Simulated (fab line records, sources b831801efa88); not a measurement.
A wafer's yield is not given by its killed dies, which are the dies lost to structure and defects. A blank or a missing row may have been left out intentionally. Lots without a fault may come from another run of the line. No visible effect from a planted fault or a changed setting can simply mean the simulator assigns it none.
Matching of chambers / flow gf180mcu / 4 sister chambers for GF_V2_ETCH_16 on rie_diel-02
The step etches BARC in N2/H2. 14 wafers are shown with their chamber, then 7 later ones without.

## WAFERS WITH THEIR CHAMBER
wafer=L962.3; chamber=3; drypump_motor_current_A (A)=6.3; rf_fwd_power_W (W)=494.4; oes_product_au (a.u.)=0.852
wafer=L962.4; chamber=0; drypump_motor_current_A (A)=5.7; rf_fwd_power_W (W)=489.8; oes_product_au (a.u.)=0.859
wafer=L962.5; chamber=0; drypump_motor_current_A (A)=5.7; rf_fwd_power_W (W)=491.1; oes_product_au (a.u.)=0.847
wafer=L963.1; chamber=1; drypump_motor_current_A (A)=5.8; rf_fwd_power_W (W)=497.8; oes_product_au (a.u.)=0.860
wafer=L963.2; chamber=0; drypump_motor_current_A (A)=5.8; rf_fwd_power_W (W)=494.6; oes_product_au (a.u.)=0.856
wafer=L963.3; chamber=3; drypump_motor_current_A (A)=6.3; rf_fwd_power_W (W)=497.7; oes_product_au (a.u.)=0.853
wafer=L964.1; chamber=2; drypump_motor_current_A (A)=5.7; rf_fwd_power_W (W)=498.0; oes_product_au (a.u.)=0.852
wafer=L964.4; chamber=3; drypump_motor_current_A (A)=6.2; rf_fwd_power_W (W)=494.8; oes_product_au (a.u.)=0.852
wafer=L964.6; chamber=2; drypump_motor_current_A (A)=5.7; rf_fwd_power_W (W)=499.6; oes_product_au (a.u.)=0.845
wafer=L968.1; chamber=0; drypump_motor_current_A (A)=5.8; rf_fwd_power_W (W)=491.0; oes_product_au (a.u.)=0.853
wafer=L968.3; chamber=2; drypump_motor_current_A (A)=5.8; rf_fwd_power_W (W)=495.5; oes_product_au (a.u.)=0.851
wafer=L968.4; chamber=3; drypump_motor_current_A (A)=6.2; rf_fwd_power_W (W)=493.9; oes_product_au (a.u.)=0.855
wafer=L978.2; chamber=1; drypump_motor_current_A (A)=5.7; rf_fwd_power_W (W)=496.2; oes_product_au (a.u.)=0.854
wafer=L978.4; chamber=0; drypump_motor_current_A (A)=5.7; rf_fwd_power_W (W)=492.4; oes_product_au (a.u.)=0.858

SIGNATURES (means of the wafers above)
reading=drypump_motor_current_A; chamber 0=5.740; chamber 1=5.750; chamber 2=5.733; chamber 3=6.250; scatter within a chamber=0.058
reading=rf_fwd_power_W; chamber 0=491.780; chamber 1=497.000; chamber 2=497.700; chamber 3=495.200; scatter within a chamber=1.79
reading=oes_product_au; chamber 0=0.85460; chamber 1=0.85700; chamber 2=0.84933; chamber 3=0.85300; scatter within a chamber=0.00382
Rule: a wafer's distance from a chamber is the root of the sum, over the readings, of the square of ((its reading less the chamber's mean) divided by the reading's scatter). If the next closest chamber is less than 2 further off than the closest, the wafer can't be placed; otherwise it belongs to the closest. How the scatter is found: for the shown wafers, subtract from each reading the mean of its chamber, square and add these, divide the total by (wafers less chambers), then take the root.

## WAFERS WITHOUT THEIR CHAMBER
wafer=L978.6; drypump_motor_current_A (A)=5.7; rf_fwd_power_W (W)=497.9; oes_product_au (a.u.)=0.857
wafer=L979.2; drypump_motor_current_A (A)=5.8; rf_fwd_power_W (W)=497.8; oes_product_au (a.u.)=0.853
wafer=L979.5; drypump_motor_current_A (A)=5.8; rf_fwd_power_W (W)=497.4; oes_product_au (a.u.)=0.855
wafer=L979.6; drypump_motor_current_A (A)=6.2; rf_fwd_power_W (W)=493.6; oes_product_au (a.u.)=0.855
wafer=L981.1; drypump_motor_current_A (A)=5.7; rf_fwd_power_W (W)=492.5; oes_product_au (a.u.)=0.864
wafer=L981.5; drypump_motor_current_A (A)=5.8; rf_fwd_power_W (W)=493.7; oes_product_au (a.u.)=0.860
wafer=L981.6; drypump_motor_current_A (A)=6.3; rf_fwd_power_W (W)=497.0; oes_product_au (a.u.)=0.859

## THE CHAMBER EACH PASSED THROUGH
wafer=L978.6; from the rows above=can't be placed: 1 or 2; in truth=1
wafer=L979.2; from the rows above=can't be placed: 1 or 2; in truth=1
wafer=L979.5; from the rows above=can't be placed: 1 or 2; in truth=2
wafer=L979.6; from the rows above=3; in truth=3
wafer=L981.1; from the rows above=can't be placed: 0 or 1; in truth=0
wafer=L981.5; from the rows above=can't be placed: 0 or 1 or 2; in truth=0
wafer=L981.6; from the rows above=3; in truth=3
Correctly placed: 2 of 7. Not placeable from these rows: 5 (in 5, the candidates include the true chamber). Placed wrongly: 0.
